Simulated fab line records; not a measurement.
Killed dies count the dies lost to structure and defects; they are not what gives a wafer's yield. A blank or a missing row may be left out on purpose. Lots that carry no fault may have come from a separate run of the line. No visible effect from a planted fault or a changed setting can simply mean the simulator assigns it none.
fab line records	flow sky130
[record] lots = 11	wafers = 33	last_day = 49
route steps=708 shown POLY_CUT@316 SD_P@328 SD_N@351 PAD_OPEN@708
lots that met no fault: taken from a fault-free run of the same line
start_h: start of the lot's first displayed wafer, in hours after the record's first day	wait_h: hours from the lot's prior step to this one	" as in the row above	L1.1+2: several wafers, shown together as one row	- no value present, or no start provided	* or withheld: withheld	< > ~ a bound
route shown NAME@n: NAME is a module with steps in the file, n the number in the route of the first one	usual: the fault-free wafers' mean and standard deviation	same: alike in all rows	chamber/n: place in a boat	sites: each site's reading	_std_site: their standard deviation	_edge_site: the outer-site mean with the inner-site mean subtracted	radius_mm: how far each site lies from the wafer's centre	mask NAME#n: copy n	behind: tool/chamber where the wafer was last shaped	hold: why the lot went on hold/how many hours it stayed there/how the hold came to an end	device: the n, p or np transistor that did not switch	end of line: the tests these same wafers got at the end of their route	a step given without rows: its recipe and nothing more	killed: dies lost to structure and defects at the first sort, not the wafer's yield	map: the dies of a wafer, with x for killed, . for not killed, _ for no die there
set.NAME: the run value of the setting; set.NAME@STEP: its run value at that earlier step	model.NAME: the simulator's own value behind a step, which no gauge read
the route's steps for a sample of lots (tables are steps, rows are wafers)
services: from which hour (start_h, from the record's first day; less than 0 if before it) a tool's chamber was out of use, for how many hours, and why
[[steps]]
[step SKY_POLY_CUT_OVL_MEAS_09]
[usual] POLY_CUT_OVL = -1/5.5
lot.wafer	tool	chamber	start_h	wait_h	POLY_CUT_OVL[nm]
L589.1	overlay-01	-	577.78	0.1	4
L589.2	"	-	"	"	-5
L589.3	"	-	"	"	1
L590.1	overlay-02	-	581.37	0.1	3
L590.2	"	-	"	"	-1
L590.4	"	-	"	"	2
L591.3	overlay-02	-	586.03	0.1	4
L591.5	"	-	"	"	-4
L591.6	"	-	"	"	7
L594.2	overlay-02	-	628.86	0.1	4
L594.4	"	-	"	"	-2
L594.5	"	-	"	"	-4
L596.1	overlay-02	-	647.09	0.1	-1
L596.4	"	-	"	"	9
L596.5	"	-	"	"	1
L597.3	overlay-02	-	652.39	0.1	6
L597.4	"	-	"	"	0
L597.6	"	-	"	"	2
L598.3	overlay-01	-	667.99	0.1	-4
L598.4	"	-	"	"	1
L598.6	"	-	"	"	-3
L599.1	overlay-02	-	669.83	0.1	4
L599.5	"	-	"	"	2
L599.6	"	-	"	"	9
L605.1	overlay-01	-	704.48	0.1	0
L605.2	"	-	"	"	8
L605.4	"	-	"	"	12
L607.2	overlay-02	-	715.31	0.1	-1
L607.3	"	-	"	"	0
L607.6	"	-	"	"	-4
L609.2	overlay-01	-	728.23	0.1	5
L609.3	"	-	"	"	-1
L609.6	"	-	"	"	-1
[step SKY_POLY_CUT_ETCH_11]
[recipe] target = Si3N4	chemistry = CF4/CH2F2/Ar	stop_on = poly-Si	source_w = 600	bias_w = 150	pressure_mtorr = 40	cf4_flow_sccm = 40	ch2f2_flow_sccm = 20	Ar_flow_sccm = 150	time_s = 42.5	target_depth_a = 600
[usual] drypump_motor_current_A = 6.1/0.31	oes_product_au = 0.829/0.0062	throttle_valve_pct = 14.995/0.0095
lot.wafer	tool	chamber	start_h	wait_h	drypump_motor_current_A	oes_product_au	rf_hours_counter_h	throttle_valve_pct
L589.1	rie_diel-03	2	577.86	0.0	6.3	0.822	4	14.977
L589.2	"	0	"	"	5.8	0.813	7	14.990
L589.3	"	3	"	"	6.3	0.823	9	15.002
L590.1	rie_diel-03	3	581.45	0.0	6.3	0.823	9	14.994
L590.2	"	0	"	"	5.8	0.824	8	15.014
L590.4	"	2	"	"	6.3	0.833	5	14.988
L591.3	rie_diel-03	2	586.10	0.0	6.3	0.827	5	15.005
L591.5	"	1	"	"	6.2	0.834	-	14.994
L591.6	"	2	"	"	6.3	0.824	-	15.005
L594.2	rie_diel-04	3	628.93	0.0	6.5	0.831	45	14.993
L594.4	"	1	"	"	5.6	0.831	9	14.995
L594.5	"	3	"	"	6.5	0.835	-	14.993
L596.1	rie_diel-04	2	647.17	0.0	6.4	0.830	3	15.011
L596.4	"	3	"	"	6.5	0.835	46	14.990
L596.5	"	0	"	"	5.6	0.834	-	14.990
L597.3	rie_diel-02	0	652.46	0.0	5.6	0.817	15	15.004
L597.4	"	3	"	"	6.4	0.826	31	14.994
L597.6	"	0	"	"	5.6	0.829	-	14.988
L598.3	rie_diel-03	2	668.06	0.0	6.3	0.826	7	14.997
L598.4	"	1	"	"	6.2	0.832	21	14.971
L598.6	"	2	"	"	6.3	0.831	-	15.004
L599.1	rie_diel-04	2	669.91	0.0	6.4	0.828	3	14.994
L599.5	"	3	"	"	6.5	0.824	-	15.017
L599.6	"	0	"	"	5.6	0.824	-	14.991
L605.1	rie_diel-04	1	704.56	0.0	5.6	0.826	11	14.980
L605.2	"	2	"	"	6.3	0.842	4	14.998
L605.4	"	3	"	"	6.5	0.834	47	14.981
L607.2	rie_diel-03	3	715.38	0.0	6.3	0.826	12	14.998
L607.3	"	0	"	"	5.9	0.833	11	14.996
L607.6	"	0	"	"	5.9	0.825	-	15.013
L609.2	rie_diel-03	3	728.31	0.0	6.3	0.828	13	15.011
L609.3	"	1	"	"	6.3	0.829	22	15.005
L609.6	"	1	"	"	6.2	0.824	-	14.981
[step SKY_SD_P_OVL_MEAS_08]
[usual] SD_P_OVL = -0.8/1.4
lot.wafer	tool	chamber	start_h	wait_h	SD_P_OVL[nm]
L589.1	overlay-01	-	607.48	0.1	1.0
L589.2	"	-	"	"	-1.4
L589.3	"	-	"	"	-1.1
L590.1	overlay-02	-	610.45	0.1	-0.5
L590.2	"	-	"	"	-3.1
L590.4	"	-	"	"	0.0
L591.3	overlay-02	-	615.35	0.1	0.6
L591.5	"	-	"	"	0.7
L591.6	"	-	"	"	0.3
L594.2	overlay-02	-	656.34	0.1	0.3
L594.4	"	-	"	"	-1.1
L594.5	"	-	"	"	-0.2
L596.1	overlay-02	-	675.13	0.1	1.5
L596.4	"	-	"	"	-0.7
L596.5	"	-	"	"	-1.5
L597.3	overlay-02	-	680.35	0.1	-2.5
L597.4	"	-	"	"	-2.0
L597.6	"	-	"	"	-1.9
L598.3	overlay-02	-	695.54	0.1	-0.4
L598.4	"	-	"	"	-1.1
L598.6	"	-	"	"	-0.7
L599.1	overlay-01	-	697.61	0.1	-3.2
L599.5	"	-	"	"	0.6
L599.6	"	-	"	"	-1.0
L605.1	overlay-01	-	732.28	0.1	-1.5
L605.2	"	-	"	"	-1.5
L605.4	"	-	"	"	-2.3
L607.2	overlay-02	-	742.18	0.1	-1.3
L607.3	"	-	"	"	-0.2
L607.6	"	-	"	"	-1.7
L609.2	overlay-02	-	755.33	0.1	-0.6
L609.3	"	-	"	"	-1.5
L609.6	"	-	"	"	-2.5
[step SKY_SD_N_IMPLANT_09]
[recipe] species = As	energy_kev = 50	dose_cm2 = 4e+15	tilt_deg = 0
[usual] beam_energy_keV = 50.000/0.016
lot.wafer	tool	chamber	start_h	wait_h	beam_energy_keV
L589.1	implanter-03	0	664.92	0.0	49.991
L589.2	"	0	"	"	50.020
L589.3	"	0	"	"	49.998
L590.1	implanter-03	0	668.13	0.0	50.024
L590.2	"	0	"	"	50.027
L590.4	"	0	"	"	50.031
L591.3	implanter-03	0	673.31	0.1	49.985
L591.5	"	0	"	"	50.009
L591.6	"	0	"	"	49.992
L594.2	implanter-02	0	712.47	0.0	49.984
L594.4	"	0	"	"	49.990
L594.5	"	0	"	"	49.978
L596.1	implanter-03	0	730.87	0.0	50.000
L596.4	"	0	"	"	49.974
L596.5	"	0	"	"	49.989
L597.3	implanter-01	0	734.96	0.1	49.996
L597.4	"	0	"	"	49.995
L597.6	"	0	"	"	50.005
L598.3	implanter-01	0	750.87	0.1	49.983
L598.4	"	0	"	"	49.993
L598.6	"	0	"	"	50.003
L599.1	implanter-02	0	752.49	0.0	50.006
L599.5	"	0	"	"	49.997
L599.6	"	0	"	"	50.003
L605.1	implanter-02	0	785.96	0.0	35.966
L605.2	"	0	"	"	35.961
L605.4	"	0	"	"	35.952
L607.2	implanter-02	0	795.32	0.0	35.981
L607.3	"	0	"	"	35.979
L607.6	"	0	"	"	35.947
L609.2	implanter-01	0	807.09	0.0	50.011
L609.3	"	0	"	"	50.010
L609.6	"	0	"	"	49.965
[step SKY_SD_N_STRIP_11]
[recipe] chemistry = O2/N2	power_w = 1400	pressure_mtorr = 1500	platen_temp_c = withheld	o2_flow_sccm = 3000	n2_flow_sccm = 300	overash_fraction = 0.5
[usual] drypump_motor_current_A = 5.7/0.45	oes_product_au = 0.527/0.005	strip_time_to_endpoint_s = 22.56/0.05
[same] overash_fraction = 0.5
lot.wafer	tool	chamber	start_h	wait_h	drypump_motor_current_A	oes_product_au	rf_hours_counter_h	strip_time_to_endpoint_s
L589.1	plasma_asher-03	1	665.22	0.1	5.8	0.538	81	22.56
L589.2	"	0	"	"	4.9	0.524	81	22.56
L589.3	"	0	"	"	5.0	0.534	-	22.50
L590.1	plasma_asher-03	1	668.43	0.1	5.8	0.522	82	22.57
L590.2	"	0	"	"	5.0	0.526	82	22.60
L590.4	"	0	"	"	5.0	0.531	-	22.53
L591.3	plasma_asher-01	1	673.59	0.1	6.1	0.524	-	22.50
L591.5	"	1	"	"	6.1	0.522	-	22.46
L591.6	"	0	"	"	5.7	0.531	-	22.48
L594.2	plasma_asher-02	0	712.74	0.1	6.2	0.532	28	22.47
L594.4	"	0	"	"	6.3	0.531	-	22.49
L594.5	"	1	"	"	5.4	0.523	-	22.49
L596.1	plasma_asher-01	0	731.17	0.1	5.7	0.530	104	22.57
L596.4	"	1	"	"	6.2	0.532	-	22.56
L596.5	"	0	"	"	5.7	0.520	-	22.61
L597.3	plasma_asher-03	1	735.24	0.1	5.8	0.527	-	22.60
L597.4	"	0	"	"	4.9	0.532	-	22.60
L597.6	"	0	"	"	5.0	0.516	-	22.65
L598.3	plasma_asher-03	1	751.15	0.1	5.9	0.529	-	22.60
L598.4	"	0	"	"	5.0	0.532	-	22.55
L598.6	"	0	"	"	4.9	0.528	-	22.59
L599.1	plasma_asher-03	1	752.79	0.1	5.8	0.530	90	22.57
L599.5	"	0	"	"	5.0	0.523	-	22.59
L599.6	"	1	"	"	5.8	0.522	-	22.60
L605.1	plasma_asher-02	1	786.26	0.1	5.4	0.560	35	20.46
L605.2	"	0	"	"	6.3	0.571	35	20.49
L605.4	"	0	"	"	6.2	0.557	-	20.47
L607.2	plasma_asher-03	0	795.59	0.1	5.0	0.559	94	20.43
L607.3	"	0	"	"	4.9	0.559	-	20.41
L607.6	"	0	"	"	5.0	0.561	-	20.47
L609.2	plasma_asher-01	0	807.37	0.1	5.7	0.526	6	22.56
L609.3	"	1	"	"	6.2	0.531	-	22.51
L609.6	"	0	"	"	5.7	0.525	-	22.50
[step SKY_SD_N_TW_MEAS_12]
[usual] SD_N_TW = 3980/24
lot.wafer	tool	chamber	start_h	wait_h	SD_N_TW
L589.1	film_metro-02	-	665.32	0.1	3980
L589.2	"	-	"	"	3995
L589.3	"	-	"	"	4008
L590.1	film_metro-04	-	668.53	0.1	3950
L590.2	"	-	"	"	3981
L590.4	"	-	"	"	3974
L591.3	film_metro-01	-	673.68	0.1	4004
L591.5	"	-	"	"	3998
L591.6	"	-	"	"	3996
L594.2	film_metro-02	-	712.85	0.1	3949
L594.4	"	-	"	"	3972
L594.5	"	-	"	"	3959
L596.1	film_metro-01	-	731.27	0.1	3978
L596.4	"	-	"	"	3968
L596.5	"	-	"	"	3955
L597.3	film_metro-01	-	735.33	0.1	3996
L597.4	"	-	"	"	3990
L597.6	"	-	"	"	3974
L598.3	film_metro-04	-	751.24	0.1	3999
L598.4	"	-	"	"	4011
L598.6	"	-	"	"	4016
L599.1	film_metro-02	-	752.89	0.1	3961
L599.5	"	-	"	"	3947
L599.6	"	-	"	"	3957
L605.1	film_metro-02	-	786.36	0.1	3652
L605.2	"	-	"	"	3644
L605.4	"	-	"	"	3652
L607.2	film_metro-02	-	795.70	0.1	3622
L607.3	"	-	"	"	3645
L607.6	"	-	"	"	3619
L609.2	film_metro-02	-	807.48	0.1	3960
L609.3	"	-	"	"	3931
L609.6	"	-	"	"	3966
[step SKY_SD_N_RS_MEAS_16]
[recipe] thk_meas_gauge = four-point-probe
[usual] SD_N_RS = 68.50/0.14
lot.wafer	tool	chamber	start_h	wait_h	SD_N_RS[ohm/sq]
L589.1	film_metro-04	-	665.61	0.1	68.65
L589.2	"	-	"	"	68.80
L589.3	"	-	"	"	68.67
L590.1	film_metro-01	-	668.82	0.1	68.31
L590.2	"	-	"	"	68.33
L590.4	"	-	"	"	68.33
L591.3	film_metro-02	-	673.98	0.1	68.50
L591.5	"	-	"	"	68.49
L591.6	"	-	"	"	68.44
L594.2	film_metro-01	-	713.19	0.1	68.46
L594.4	"	-	"	"	68.29
L594.5	"	-	"	"	68.43
L596.1	film_metro-02	-	731.55	0.1	68.36
L596.4	"	-	"	"	68.33
L596.5	"	-	"	"	68.51
L597.3	film_metro-01	-	735.63	0.1	68.40
L597.4	"	-	"	"	68.51
L597.6	"	-	"	"	68.61
L598.3	film_metro-02	-	751.54	0.1	68.46
L598.4	"	-	"	"	68.37
L598.6	"	-	"	"	68.47
L599.1	film_metro-02	-	753.17	0.1	68.56
L599.5	"	-	"	"	68.60
L599.6	"	-	"	"	68.48
L605.1	film_metro-04	-	786.65	0.1	79.95
L605.2	"	-	"	"	79.89
L605.4	"	-	"	"	80.17
L607.2	film_metro-01	-	795.99	0.1	80.03
L607.3	"	-	"	"	80.06
L607.6	"	-	"	"	79.94
L609.2	film_metro-04	-	807.77	0.1	68.49
L609.3	"	-	"	"	68.78
L609.6	"	-	"	"	68.69
[step SKY_PAD_OPEN_PROBE_99]
[usual] killed_at_M0_to_M3 = 43/6.8	killed_at_M4_up = 3.2/1.8	killed_at_contacts = 24/6.2	killed_at_front_end = 15/4.7	killed_at_other = 0.4/0.63	killed_dies = 86/9.6	killed_open = 47/6.9	killed_short = 39/6.3
[same] gross_dies = 492	killed_at_back_side = 0
lot.wafer	tool	chamber	start_h	wait_h	killed_at_M0_to_M3	killed_at_M4_up	killed_at_contacts	killed_at_front_end	killed_at_other	killed_dies	killed_open	killed_short
L590.1	prober-01	-	1087.86	0.1	28	3	34	19	0	84	48	35
L590.2	prober-01	-	1087.91	0.1	61	3	24	13	1	102	54	45
L590.4	prober-01	-	1088.01	0.2	43	6	32	22	2	105	55	48
L597.3	prober-02	-	1139.52	0.2	38	2	26	22	0	88	50	38
L597.4	prober-02	-	1139.57	0.2	45	2	37	26	0	110	54	56
L597.6	prober-02	-	1139.67	0.2	45	8	21	16	1	91	44	47
L598.3	prober-01	-	1146.24	0.2	56	5	23	12	0	96	54	42
L598.4	prober-01	-	1146.29	0.2	50	3	26	15	0	94	56	38
L598.6	prober-01	-	1146.39	0.2	42	4	22	13	1	82	39	43
L599.1	prober-02	-	1149.53	0.1	42	3	23	19	0	87	46	41
L599.5	prober-02	-	1149.73	0.2	47	5	24	18	0	94	51	43
L599.6	prober-02	-	1149.78	0.2	50	2	20	21	0	93	55	38
L605.1	prober-02	-	1174.58	0.1	40	2	24	22	0	88	41	47
L605.2	prober-02	-	1174.63	0.1	39	5	24	13	0	81	40	41
L605.4	prober-02	-	1174.73	0.2	40	8	41	7	0	96	46	50
L607.2	prober-02	-	1178.13	0.1	46	4	30	13	0	93	56	37
L607.3	prober-02	-	1178.18	0.2	54	2	20	26	1	103	60	43
L607.6	prober-02	-	1178.33	0.2	42	2	19	20	0	83	48	35
// killed by level:class
L590.1 CONTACT:geometric_particle:open=12 LI_CONTACT:geometric_particle:open=10 POLY_GATE:geometric_particle:open=7 VIA3:geometric_particle:open=7 FIELD_ISO:geometric_particle:short=6 CONTACT:geometric_particle:short=6 METAL2:geometric_particle:short=5 VIA1:geometric_particle:short=4
L590.2 VIA3:geometric_particle:open=12 VIA1:geometric_particle:open=11 CONTACT:geometric_particle:open=8 VIA1:geometric_particle:short=7 VIA2:geometric_particle:short=7 LI_CONTACT:geometric_particle:open=6 METAL2:geometric_particle:short=5 VIA2:geometric_particle:open=5
L590.4 VIA1:geometric_particle:open=12 CONTACT:geometric_particle:open=11 CONTACT:geometric_particle:short=8 POLY_GATE:geometric_particle:open=7 FIELD_ISO:geometric_particle:short=5 POLY_GATE:geometric_particle:short=5 VIA3:geometric_particle:open=5 LI_CONTACT:geometric_particle:open=5
L597.3 VIA3:geometric_particle:open=11 CONTACT:geometric_particle:open=10 FIELD_ISO:geometric_particle:open=7 POLY_GATE:geometric_particle:open=7 METAL1:geometric_particle:short=6 VIA1:geometric_particle:open=5 METAL2:geometric_particle:short=5 LI_CONTACT:geometric_particle:open=4
L597.4 CONTACT:geometric_particle:open=10 FIELD_ISO:geometric_particle:short=9 VIA1:geometric_particle:open=9 CONTACT:geometric_particle:short=8 FIELD_ISO:geometric_particle:open=7 LI_CONTACT:geometric_particle:open=7 METAL2:geometric_particle:short=6 LOCAL_INTERCONNECT:geometric_particle:short=6
L597.6 VIA3:geometric_particle:open=12 CONTACT:geometric_particle:short=7 METAL2:geometric_particle:short=7 VIA1:geometric_particle:open=6 CONTACT:geometric_particle:open=5 VIA1:geometric_particle:short=4 POLY_GATE:geometric_particle:open=4 POLY_GATE:geometric_particle:short=4
L598.3 VIA1:geometric_particle:open=13 CONTACT:geometric_particle:open=10 METAL3:geometric_particle:short=8 VIA3:geometric_particle:open=8 CONTACT:geometric_particle:short=5 VIA2:geometric_particle:open=5 VIA2:geometric_particle:short=5 LI_CONTACT:geometric_particle:open=4
L598.4 METAL2:geometric_particle:short=12 VIA1:geometric_particle:open=11 LI_CONTACT:geometric_particle:open=7 CONTACT:geometric_particle:open=7 FIELD_ISO:geometric_particle:open=6 CONTACT:geometric_particle:short=6 VIA3:geometric_particle:open=6 VIA2:geometric_particle:open=5
L598.6 VIA1:geometric_particle:open=11 CONTACT:geometric_particle:open=7 LI_CONTACT:geometric_particle:open=6 VIA3:geometric_particle:open=5 VIA1:geometric_particle:short=5 METAL1:geometric_particle:short=5 VIA2:geometric_particle:open=5 LI_CONTACT:geometric_particle:short=4
L599.1 VIA1:geometric_particle:open=13 CONTACT:geometric_particle:open=10 FIELD_ISO:geometric_particle:open=7 LI_CONTACT:geometric_particle:open=6 METAL1:geometric_particle:short=6 VIA2:geometric_particle:open=5 CONTACT:geometric_particle:short=5 VIA1:geometric_particle:short=5
L599.5 VIA1:geometric_particle:open=13 CONTACT:geometric_particle:open=12 POLY_GATE:geometric_particle:short=8 LI_CONTACT:geometric_particle:open=5 VIA1:geometric_particle:short=5 METAL3:geometric_particle:short=5 VIA2:geometric_particle:open=5 VIA3:geometric_particle:open=5
L599.6 VIA1:geometric_particle:open=12 METAL1:geometric_particle:short=8 VIA2:geometric_particle:open=8 FIELD_ISO:geometric_particle:short=7 FIELD_ISO:geometric_particle:open=7 CONTACT:geometric_particle:open=7 VIA3:geometric_particle:open=6 POLY_GATE:geometric_particle:open=5
L605.1 VIA1:geometric_particle:open=15 VIA1:geometric_particle:short=8 FIELD_ISO:geometric_particle:short=7 CONTACT:geometric_particle:open=6 METAL1:geometric_particle:short=6 POLY_GATE:geometric_particle:short=5 LI_CONTACT:geometric_particle:open=5 POLY_GATE:geometric_particle:open=4
L605.2 VIA1:geometric_particle:open=11 VIA1:geometric_particle:short=8 CONTACT:geometric_particle:open=7 LI_CONTACT:geometric_particle:open=6 METAL2:geometric_particle:short=6 POLY_GATE:geometric_particle:open=5 METAL4:geometric_particle:short=5 FIELD_ISO:geometric_particle:short=4
L605.4 CONTACT:geometric_particle:open=13 VIA1:geometric_particle:open=12 LI_CONTACT:geometric_particle:open=11 METAL4:geometric_particle:short=8 CONTACT:geometric_particle:short=7 METAL2:geometric_particle:short=6 LOCAL_INTERCONNECT:geometric_particle:short=6 METAL1:geometric_particle:short=5
L607.2 VIA1:geometric_particle:open=12 CONTACT:geometric_particle:open=11 LI_CONTACT:geometric_particle:open=9 VIA2:geometric_particle:open=7 VIA1:geometric_particle:short=7 CONTACT:geometric_particle:short=5 METAL1:geometric_particle:short=4 VIA3:geometric_particle:open=4
L607.3 VIA1:geometric_particle:open=13 LI_CONTACT:geometric_particle:open=10 VIA2:geometric_particle:open=9 FIELD_ISO:geometric_particle:open=7 POLY_GATE:geometric_particle:short=7 POLY_GATE:geometric_particle:open=6 METAL1:geometric_particle:short=6 METAL3:geometric_particle:short=6
L607.6 FIELD_ISO:geometric_particle:open=8 VIA1:geometric_particle:open=8 VIA2:geometric_particle:open=8 LI_CONTACT:geometric_particle:open=7 CONTACT:geometric_particle:open=6 VIA1:geometric_particle:short=6 METAL1:geometric_particle:short=5 POLY_GATE:geometric_particle:short=4
[[services]]
tool	chamber	start_h	hours	kind
implanter-01	-	567.54	2.3	pm
plasma_asher-03	-	596.78	14.6	pm
rie_diel-02	0	604.15	2.1	repair
rie_diel-04	0	608.70	4.9	repair
implanter-03	-	646.83	2.3	repair
rie_diel-04	2	671.14	2.8	repair
plasma_asher-02	-	680.76	4.3	pm
rie_diel-02	1	708.36	2.1	repair
rie_diel-03	0	710.23	3.5	repair
plasma_asher-03	-	711.82	4.6	repair
implanter-03	-	727.64	3.0	repair
plasma_asher-01	-	733.75	9.0	pm
rie_diel-03	3	734.24	13.3	repair
implanter-01	-	739.62	1.9	repair
rie_diel-03	0	739.67	11.4	repair
rie_diel-04	3	747.52	-	clean
implanter-01	-	759.76	4.2	repair
rie_diel-04	2	761.99	6.4	repair
implanter-03	-	766.82	5.3	repair
implanter-01	-	774.81	3.4	repair
rie_diel-02	-	780.89	0.5	repair
rie_diel-03	-	782.00	2.8	pm
implanter-02	-	787.74	2.1	repair
implanter-02	-	791.67	3.4	repair
[[key]]
[first_sign] step = SKY_SD_N_IMPLANT_09	reading = beam_energy_keV	direction = down	sigmas = 99+	usual = *	struck = *
[effect] step = SKY_SD_N_STRIP_11	reading = strip_time_to_endpoint_s	direction = down	sigmas = 43	usual = *	struck = *
[effect] step = SKY_SD_N_TW_MEAS_12	reading = SD_N_TW	direction = down	sigmas = 14	usual = 3980	struck = 3639
[effect] step = SKY_SD_N_RS_MEAS_16	reading = SD_N_RS	direction = up	sigmas = 81	usual = 68.50	struck = 80.01
met_at SKY_SD_N_IMPLANT_09
struck_lots L605,L607
tester_left_out L605,L607
not_acting_at SKY_POLY_CUT_OVL_MEAS_09,SKY_POLY_CUT_ETCH_11,SKY_SD_P_OVL_MEAS_08
onset_between 752.49 785.96
[fault] kind = process_parameter_drift	tool = implanter-02	chamber = -	onset_h = 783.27	steps = SKY_SD_N_IMPLANT_09	channel = energy_kev	offset = *	shape = step	end_h = 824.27	acts_in = *	stated = *
// tester_left_out: of these lots the tester's yield and bins aren't shown, on N5 and GAA mostly nor the transistor test; their killed dies are dies lost to structure and defects alone, not to doping, threshold or leakage, so they don't give the yield
